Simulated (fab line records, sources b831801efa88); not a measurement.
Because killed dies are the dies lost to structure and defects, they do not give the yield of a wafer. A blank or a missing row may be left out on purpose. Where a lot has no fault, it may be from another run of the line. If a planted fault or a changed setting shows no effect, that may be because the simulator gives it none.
Which tool is to blame?	flow gf180mcu	42 wafers from 14 lots sampled at 3 of the route's 602 steps

## WHAT THE GAUGES SHOWED, per wafer
GF_V5_THK_MEAS_01. Usual: for V5_CVD_00_THK the level is 299 nm and the standard deviation is 3.2.
lot	measured	on	V5_CVD_00_THK (nm)	flag
L235	day 26 03:20	filmMetro-02	300 303 305	
L237	day 26 16:24	filmMetro-02	296 297 297	
L238	day 27 05:11	filmMetro-02	301 304 301	
L239	day 27 13:04	filmMetro-04	298 297 298	
L241	day 28 05:33	filmMetro-02	297 297 302	
L242	day 28 12:19	filmMetro-01	296 298 294	
L243	day 28 20:54	filmMetro-02	299 299 301	
L244	day 29 05:07	filmMetro-01	295 295 292	
L245	day 29 14:26	filmMetro-01	298 301 300	
L249	day 30 15:54	filmMetro-02	306 301 301	
L255	day 32 01:07	filmMetro-01	298 295 298	
L256	day 32 10:12	filmMetro-02	303 302 304	
L257	day 32 13:19	filmMetro-04	293 294 294	
L258	day 32 19:41	filmMetro-02	296 298 299	

GF_V5_OVL_MEAS_15. Usual: for V5_OVL the level is 0 nm and the standard deviation is 5.8.
lot	measured	on	V5_OVL (nm)	flag
L235	day 27 00:02	overlay-02	0 -3 -6	
L237	day 27 12:59	overlay-01	-2 0 3	
L238	day 28 01:34	overlay-01	-4 -14 -11	
L239	day 28 09:53	overlay-02	0 -2 -3	
L241	day 29 02:04	overlay-01	-1 7 2	
L242	day 29 08:49	overlay-02	5 3 -1	
L243	day 29 16:35	overlay-01	-3 4 -1	
L244	day 30 01:06	overlay-02	9 14 1	
L245	day 30 09:41	overlay-01	7 6 3	
L249	day 31 09:53	overlay-01	-1 8 -3	
L255	day 32 19:08	overlay-02	-9 0 3	
L256	day 33 03:01	overlay-01	-1 2 -7	
L257	day 33 07:01	overlay-01	5 7 -2	
L258	day 33 11:43	overlay-01	-8 -6 -7	

## TOOL THAT RAN EACH LOT (tool first, then ch and the chambers of the sampled wafers, then the start)
lot	GF_V3_CVD_02
L235	pecvd-03 ch 0,1,2, day 21 02:26
L237	pecvd-03 ch 1,2, day 21 19:15
L238	pecvd-02 ch 0,1,2, day 22 10:47
L239	pecvd-02 ch 1,2, day 22 19:12
L241	pecvd-01 ch 0,1, day 23 12:53
L242	pecvd-01 ch 0,1, day 23 22:04
L243	pecvd-03 ch 0,1, day 24 08:28
L244	pecvd-03 ch 0,1,2, day 24 15:36
L245	pecvd-01 ch 0,1, day 25 05:01
L249	pecvd-03 ch 0,2, day 26 09:23
L255	pecvd-03 ch 0,2, day 27 22:55
L256	pecvd-02 ch 1,2, day 28 07:26
L257	pecvd-02 ch 0,1,2, day 28 13:55
L258	pecvd-01 ch 0,1,2, day 28 21:19
- GF_V3_CVD_02: deposits SiO2 from TEOS, target thk 850 nm, time 94.851 s.

## WHAT THE TOOLS THEMSELVES READ (means of the sampled wafers that have a number; where no wafer has one, the mark that the record gives instead)
GF_V3_CVD_02. Usual: heaterPowerW at 674 W, with a standard deviation of 130.
lot	tool	heaterPowerW (W)	flag
L235	pecvd-03	722	
L237	pecvd-03	735	
L238	pecvd-02	727	
L239	pecvd-02	614	
L241	pecvd-01	541	
L242	pecvd-01	478	
L243	pecvd-03	720	
L244	pecvd-03	677	
L245	pecvd-01	535	
L249	pecvd-03	780	
L255	pecvd-03	733	
L256	pecvd-02	620	
L257	pecvd-02	631	
L258	pecvd-01	571	

## THE ANSWER, worked out from the rows above alone
Rule: a lot counts as off when the mean over its wafers that have a number is more than 3 standard deviations away from the usual mean. A lot without any number at a reading at which 4 lots or more have one is off too. All remaining lots with rows at the step are treated as sound. The gauges are gone through in route order, then the tools' own readings, and for those a lot's mean is taken as printed above. The first step at which some lot is off is used, and at that step the reading that is off furthest; a lot without a number counts as furthest.
None of the lots is off at any reading shown; this tells nothing.

## WHAT THE SIMULATOR HAD PUT IN
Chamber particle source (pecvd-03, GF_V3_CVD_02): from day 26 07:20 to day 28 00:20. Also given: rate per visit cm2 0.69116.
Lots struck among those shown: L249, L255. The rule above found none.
